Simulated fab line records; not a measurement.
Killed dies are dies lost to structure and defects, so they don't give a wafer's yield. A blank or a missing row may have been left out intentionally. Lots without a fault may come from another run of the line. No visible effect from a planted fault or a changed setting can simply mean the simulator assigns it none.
Which tool did it? | flow gf180mcu | 11 lots with 33 wafers sampled at 3 steps, on a route of 602 steps

WHAT THE GAUGES READ, wafer by wafer
GF_CONTACT_RS_MEAS_25: measures by four-point-probe. Usual: for CONTACT_W_RS the level is 0.382 ohm/sq and the standard deviation is 0.005.
lot  | measured     | on            | CONTACT_W_RS (ohm/sq) | flag
L394 | day 16 08:45 | film-metro-01 | 0.375 0.384 0.374     |
L395 | day 16 22:48 | film-metro-04 | 0.394 0.387 0.384     |
L396 | day 17 11:21 | film-metro-01 | 0.377 0.391 0.383     |
L402 | day 19 02:37 | film-metro-02 | 0.196 0.196 0.193     | OFF
L403 | day 19 23:23 | film-metro-04 | 0.191 0.197 0.192     | OFF
L406 | day 20 19:46 | film-metro-01 | 0.376 0.384 0.377     |
L408 | day 21 06:51 | film-metro-01 | 0.381 0.385 0.387     |
L411 | day 22 10:29 | film-metro-01 | 0.377 0.387 0.375     |
L412 | day 22 14:04 | film-metro-01 | 0.384 0.385 0.384     |
L413 | day 23 02:37 | film-metro-01 | 0.385 0.385 0.376     |
L414 | day 23 08:01 | film-metro-04 | 0.382 0.389 0.381     |

GF_CONTACT_THK_MEAS_26: measures by xrf. Usual: for CONTACT_W_THK the level is 303 nm and the standard deviation is 4.3.
lot  | measured     | on            | CONTACT_W_THK (nm) | flag
L394 | day 16 08:51 | film-metro-01 | 309 302 312        |
L395 | day 16 22:55 | film-metro-04 | 293 298 301        |
L396 | day 17 11:28 | film-metro-01 | 306 296 299        |
L402 | day 19 02:44 | film-metro-02 | - - -              | OFF
L403 | day 19 23:29 | film-metro-04 | - - -              | OFF
L406 | day 20 19:53 | film-metro-01 | 309 302 307        |
L408 | day 21 06:58 | film-metro-01 | 302 297 299        |
L411 | day 22 10:37 | film-metro-01 | 305 298 307        |
L412 | day 22 14:11 | film-metro-01 | 300 300 300        |
L413 | day 23 02:43 | film-metro-01 | 302 303 309        |
L414 | day 23 08:08 | film-metro-04 | 300 293 300        |

EACH LOT AND THE TOOL THAT RAN IT (in order: tool; ch and the chambers of the sampled wafers; start)
lot  | GF_CONTACT_CVD_24
L394 | cvd-w-01 ch 0,1, day 16 08:38
L395 | cvd-w-02 ch 0,1, day 16 22:42
L396 | cvd-w-01 ch 0,1, day 17 11:15
L402 | cvd-w-01 ch 0,1, day 19 02:31
L403 | cvd-w-01 ch 0,1, day 19 23:17
L406 | cvd-w-02 ch 0,1, day 20 19:40
L408 | cvd-w-02 ch 0,1, day 21 06:45
L411 | cvd-w-01 ch 0,1, day 22 10:23
L412 | cvd-w-01 ch 0, day 22 13:57
L413 | cvd-w-01 ch 0,1, day 23 02:29
L414 | cvd-w-02 ch 0,1, day 23 07:55
- GF_CONTACT_CVD_24: deposits W, target thk 300 nm, time 90.339 s.

AS READ BY THE TOOLS THEMSELVES (means over the sampled wafers that have a number; for cases with no such wafer, the mark the record gives instead)
GF_CONTACT_CVD_24. Usual: heater-power-w reads 908 W (standard deviation 85).
lot  | tool     | heater-power-w (W) | flag
L394 | cvd-w-01 | 843                |
L395 | cvd-w-02 | 895                |
L396 | cvd-w-01 | 931                |
L402 | cvd-w-01 | 949                |
L403 | cvd-w-01 | 841                |
L406 | cvd-w-02 | 906                |
L408 | cvd-w-02 | 904                |
L411 | cvd-w-01 | 857                |
L412 | cvd-w-01 | 1020               |
L413 | cvd-w-01 | 941                |
L414 | cvd-w-02 | 930                |

THE ANSWER, worked out from the rows above alone
Rule: take the mean of a lot's wafers that have a number; if it is more than 3 standard deviations from the usual mean, the lot is off. A lot without any number at a reading at which 4 lots or more have one is off too. Where the step has rows for the other lots, those lots are counted as sound. First the gauges in route order, then the tools' own readings, where a lot's mean is used as printed above. The first step at which some lot is off is used, and at that step the reading that is off furthest; a lot without a number counts as furthest.
Off: at GF_CONTACT_RS_MEAS_25 (CONTACT_W_RS), L402, L403.
If a tool, at a process step before that reading, ran all the lots that are off and no sound lot after the first of them, it fits. Gauges at GF_CONTACT_RS_MEAS_25: tried the same way as those tools. Not one of the candidates tried fits.

WHAT THE SIMULATOR HAD INSERTED
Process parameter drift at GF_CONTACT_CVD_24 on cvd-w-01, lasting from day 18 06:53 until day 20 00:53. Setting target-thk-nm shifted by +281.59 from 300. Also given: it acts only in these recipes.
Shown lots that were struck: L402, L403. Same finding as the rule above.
